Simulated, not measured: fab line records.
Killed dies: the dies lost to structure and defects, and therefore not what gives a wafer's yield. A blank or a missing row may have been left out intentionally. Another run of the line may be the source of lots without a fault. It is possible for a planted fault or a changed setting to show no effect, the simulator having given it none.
One fault through the eyes of 2 desks || flow sky130 || only its own numbers are on each desk; what lay behind them is given at the end

## AT THE METROLOGY DESK
Means of the sampled wafers that have a number, per lot and without regard to the tool the lot ran on: this is what the gauges read. Marked OUT: a lot whose mean sits more than 4 standard deviations from the usual mean, which makes it out of limits; the brackets give that distance.
Columns: A = VIA1_W_RS at SKY_VIA1_RS_MEAS_22, usual 0.428 ohm/sq; B = VIA1_W_THK at SKY_VIA1_THK_MEAS_23, usual 267 nm; C = METAL2_ALCU_RS at SKY_METAL2_RS_MEAS_05, usual 0.1268 ohm/sq; D = METAL2_ALCU_THK at SKY_METAL2_THK_MEAS_06, usual 253.5 nm; E = cd_nm at SKY_METAL2_CD_MEAS_15, usual 140.5 nm; F = METAL2_OVL at SKY_METAL2_OVL_MEAS_16, usual 0 nm
{"lot": "L252", "first seen here": "day 34 21:36", "A": 0.421, "B": 267, "C": 0.1260, "D": 254.1, "E": 140.8, "F": -2}
{"lot": "L260", "first seen here": "day 37 07:39", "A": 0.429, "B": 262, "C": 0.1265, "D": 255.6, "E": 139.2, "F": -6}
{"lot": "L263", "first seen here": "day 38 02:12", "A": 0.428, "B": 262, "C": 0.1276, "D": 252.1, "E": 140.0, "F": -10}
{"lot": "L268", "first seen here": "day 39 07:12", "A": 0.428, "B": 271, "C": 0.1279, "D": 253.1, "E": 141.8, "F": -1}
{"lot": "L272", "first seen here": "day 41 02:52", "A": 0.431, "B": 264, "C": 0.1274, "D": 251.1, "E": 140.3, "F": 1}
{"lot": "L273", "first seen here": "day 41 14:53", "A": 0.429, "B": 270, "C": 0.1272, "D": 251.9, "E": 138.8, "F": 1}
This desk found nothing out of limits on any of the 6 lots.

## FOR THE TOOL OWNER'S DESK: pvd_sputter-03
At SKY_METAL2_SPUTTER_04 (material TiN, target thk 70 nm, time 58.3 s) the tool's own readings: per lot run on this tool, the mean of the sampled wafers that have a number. Marked OUT: a lot whose mean sits more than 4 standard deviations from the usual mean, which makes it out of limits; the brackets give that distance.
Columns: A = chamber_pressure_pa at SKY_METAL2_SPUTTER_04, usual 0.4000 Pa; B = throttle_valve_pct at SKY_METAL2_SPUTTER_04, usual 29.9 %
{"lot": "L263", "first seen here": "day 38 02:44", "A": 0.3995, "B": 29.2}
{"lot": "L272", "first seen here": "day 41 03:23", "A": "0.3024 (-99 or more) OUT", "B": 34.2}
{"lot": "L273", "first seen here": "day 41 15:25", "A": "0.3014 (-99 or more) OUT", "B": 34.0}
This desk's finding: out of limits on L272, L273; first on L272, day 41 03:23 (chamber_pressure_pa at SKY_METAL2_SPUTTER_04). In limits: L263.

## BROUGHT TOGETHER
The tool owner's desk had the chance to raise an alarm at day 41 03:23 on L272, L273.
Metrology desk: nothing out of limits seen.
The metrology desk holds a record of L272, L273, inside its limits.
SKY_METAL2_SPUTTER_04 was run on pvd_sputter-03 by each of the lots named.

## WHAT HAD BEEN PUT IN BY THE SIMULATOR
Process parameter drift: pvd_sputter-03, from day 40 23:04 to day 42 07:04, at SKY_METAL2_SPUTTER_04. From 0.4, the setting chamber_pressure_pa moved by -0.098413. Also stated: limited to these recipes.
Struck lots among those shown: L272, L273.
Hours from the fault's start to each desk's first reading out of limits: the tool owner's desk, 4.
